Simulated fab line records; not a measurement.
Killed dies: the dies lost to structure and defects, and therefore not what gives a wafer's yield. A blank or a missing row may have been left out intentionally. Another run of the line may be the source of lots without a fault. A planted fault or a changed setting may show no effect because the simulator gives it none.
Which tool did it? / flow gf180mcu / 39 wafers from 14 lots sampled at 3 of the route's 602 steps

## WHAT EACH GAUGE READ, for each wafer
GF_HV_LDD_TW_MEAS_50.
lot=L685; measured=day 12 12:01; on=filmMetro-03; HV_LDD_4_TW=562 563
lot=L687; measured=day 13 03:45; on=filmMetro-01; HV_LDD_4_TW=570 571 567
lot=L688; measured=day 13 07:44; on=filmMetro-01; HV_LDD_4_TW=570 566 567
lot=L689; measured=day 13 18:07; on=filmMetro-01; HV_LDD_4_TW=570 569 568
lot=L695; measured=day 15 20:29; on=filmMetro-01; HV_LDD_4_TW=30 30 30
lot=L696; measured=day 16 04:41; on=filmMetro-03; HV_LDD_4_TW=30 30 30
lot=L699; measured=day 17 02:04; on=filmMetro-01; HV_LDD_4_TW=566 569 567
lot=L701; measured=day 17 12:56; on=filmMetro-03; HV_LDD_4_TW=570 570 568
lot=L703; measured=day 18 10:28; on=filmMetro-01; HV_LDD_4_TW=566 569 567
lot=L704; measured=day 18 17:49; on=filmMetro-01; HV_LDD_4_TW=568 569 563
lot=L705; measured=day 19 02:07; on=filmMetro-03; HV_LDD_4_TW=569 568
lot=L706; measured=day 19 06:32; on=filmMetro-02; HV_LDD_4_TW=577 574 575
lot=L707; measured=day 19 18:53; on=filmMetro-02; HV_LDD_4_TW=576 575
lot=L708; measured=day 20 00:51; on=filmMetro-03; HV_LDD_4_TW=566 565 565

GF_V1_THK_MEAS_03.
lot=L685; measured=day 17 05:23; on=filmMetro-02; V1_CVD_02_THK (nm)=844 861
lot=L687; measured=day 18 00:57; on=filmMetro-04; V1_CVD_02_THK (nm)=843 847 844
lot=L688; measured=day 18 05:46; on=filmMetro-01; V1_CVD_02_THK (nm)=863 842 847
lot=L689; measured=day 18 14:34; on=filmMetro-04; V1_CVD_02_THK (nm)=843 852 862
lot=L699; measured=day 22 09:08; on=filmMetro-02; V1_CVD_02_THK (nm)=851 864 866
lot=L701; measured=day 22 18:13; on=filmMetro-04; V1_CVD_02_THK (nm)=821 852 838
lot=L703; measured=day 23 16:54; on=filmMetro-01; V1_CVD_02_THK (nm)=854 861 865
lot=L704; measured=day 23 23:37; on=filmMetro-02; V1_CVD_02_THK (nm)=848 850 866
lot=L705; measured=day 24 08:11; on=filmMetro-02; V1_CVD_02_THK (nm)=845 862
lot=L706; measured=day 24 12:02; on=filmMetro-02; V1_CVD_02_THK (nm)=838 852 845
lot=L707; measured=day 24 22:32; on=filmMetro-01; V1_CVD_02_THK (nm)=854 857
lot=L708; measured=day 25 05:16; on=filmMetro-02; V1_CVD_02_THK (nm)=837 847 846

## WHICH TOOL RAN EACH LOT (tool, then ch and the chambers of the sampled wafers, then the start)
lot=L685; GF_HV_LDD_IMPLANT_48=implanter-02 ch 0, day 12 11:46
lot=L687; GF_HV_LDD_IMPLANT_48=implanter-01 ch 0, day 13 03:32
lot=L688; GF_HV_LDD_IMPLANT_48=implanter-01 ch 0, day 13 07:31
lot=L689; GF_HV_LDD_IMPLANT_48=implanter-01 ch 0, day 13 17:52
lot=L695; GF_HV_LDD_IMPLANT_48=implanter-03, day 15 20:16
lot=L696; GF_HV_LDD_IMPLANT_48=implanter-01, day 16 04:26
lot=L699; GF_HV_LDD_IMPLANT_48=implanter-01 ch 0, day 17 01:49
lot=L701; GF_HV_LDD_IMPLANT_48=implanter-03 ch 0, day 17 12:43
lot=L703; GF_HV_LDD_IMPLANT_48=implanter-02 ch 0, day 18 10:14
lot=L704; GF_HV_LDD_IMPLANT_48=implanter-03 ch 0, day 18 17:34
lot=L705; GF_HV_LDD_IMPLANT_48=implanter-02 ch 0, day 19 01:52
lot=L706; GF_HV_LDD_IMPLANT_48=implanter-01 ch 0, day 19 06:19
lot=L707; GF_HV_LDD_IMPLANT_48=implanter-01 ch 0, day 19 18:41
lot=L708; GF_HV_LDD_IMPLANT_48=implanter-02 ch 0, day 20 00:38
- GF_HV_LDD_IMPLANT_48

## WHAT THE TOOLS THEMSELVES READ (means of the sampled wafers that have a number; where no wafer has one, the mark that the record gives instead)
GF_HV_LDD_IMPLANT_48.
lot=L685; tool=implanter-02; beamEnergyKeV=24.992; beamOnS (s)=10.10; endStationPressureTorr (Torr)=5.03e-06
lot=L687; tool=implanter-01; beamEnergyKeV=25.014; beamOnS (s)=9.88; endStationPressureTorr (Torr)=4.90e-06
lot=L688; tool=implanter-01; beamEnergyKeV=25.002; beamOnS (s)=10.07; endStationPressureTorr (Torr)=5.17e-06
lot=L689; tool=implanter-01; beamEnergyKeV=24.999; beamOnS (s)=10.11; endStationPressureTorr (Torr)=4.96e-06
lot=L695; tool=implanter-03; beamEnergyKeV=-; beamOnS (s)=-; endStationPressureTorr (Torr)=-
lot=L696; tool=implanter-01; beamEnergyKeV=-; beamOnS (s)=-; endStationPressureTorr (Torr)=-
lot=L699; tool=implanter-01; beamEnergyKeV=24.999; beamOnS (s)=9.94; endStationPressureTorr (Torr)=5.37e-06
lot=L701; tool=implanter-03; beamEnergyKeV=25.002; beamOnS (s)=10.05; endStationPressureTorr (Torr)=5.34e-06
lot=L703; tool=implanter-02; beamEnergyKeV=25.007; beamOnS (s)=10.00; endStationPressureTorr (Torr)=5.38e-06
lot=L704; tool=implanter-03; beamEnergyKeV=24.995; beamOnS (s)=10.30; endStationPressureTorr (Torr)=5.19e-06
lot=L705; tool=implanter-02; beamEnergyKeV=24.996; beamOnS (s)=9.68; endStationPressureTorr (Torr)=5.22e-06
lot=L706; tool=implanter-01; beamEnergyKeV=25.001; beamOnS (s)=10.05; endStationPressureTorr (Torr)=4.93e-06
lot=L707; tool=implanter-01; beamEnergyKeV=24.997; beamOnS (s)=9.96; endStationPressureTorr (Torr)=5.22e-06
lot=L708; tool=implanter-02; beamEnergyKeV=25.001; beamOnS (s)=9.78; endStationPressureTorr (Torr)=5.10e-06

## THE ANSWER, worked out from the rows above alone
Rule: usual is defined by the lots themselves. Put in order of their means at a reading, lots are off if they are a third of the lots or fewer, leave a main group of 4 or more, and stand apart from it by a gap of 3 or more times the standard deviation of the main group's means; of several such gaps the widest counts. A main group whose means are all the same, to the digits that the tables above print for the reading, isn't used. A lot without any number at a reading at which 4 lots or more have one is off too. The other lots that the step has rows for count as sound. The gauges are gone through in route order, then the tools' own readings, and for those a lot's mean is taken as printed above. At the first step where some lot is off, the reading lying furthest off is the one used; lots without a number count as furthest.
Off: at GF_HV_LDD_TW_MEAS_50 (HV_LDD_4_TW), L695, L696. For the main group the mean is 569 and the standard deviation 3.5.
If a tool, at a process step before that reading, ran all the lots that are off and no sound lot after the first of them, it fits. Not tried: the gauges at GF_HV_LDD_TW_MEAS_50; whatever is off there is also off at GF_HV_LDD_IMPLANT_48, on other tools, and gauge error can't account for it. Of those tried, none fits.

## WHAT THE SIMULATOR HAD PUT IN
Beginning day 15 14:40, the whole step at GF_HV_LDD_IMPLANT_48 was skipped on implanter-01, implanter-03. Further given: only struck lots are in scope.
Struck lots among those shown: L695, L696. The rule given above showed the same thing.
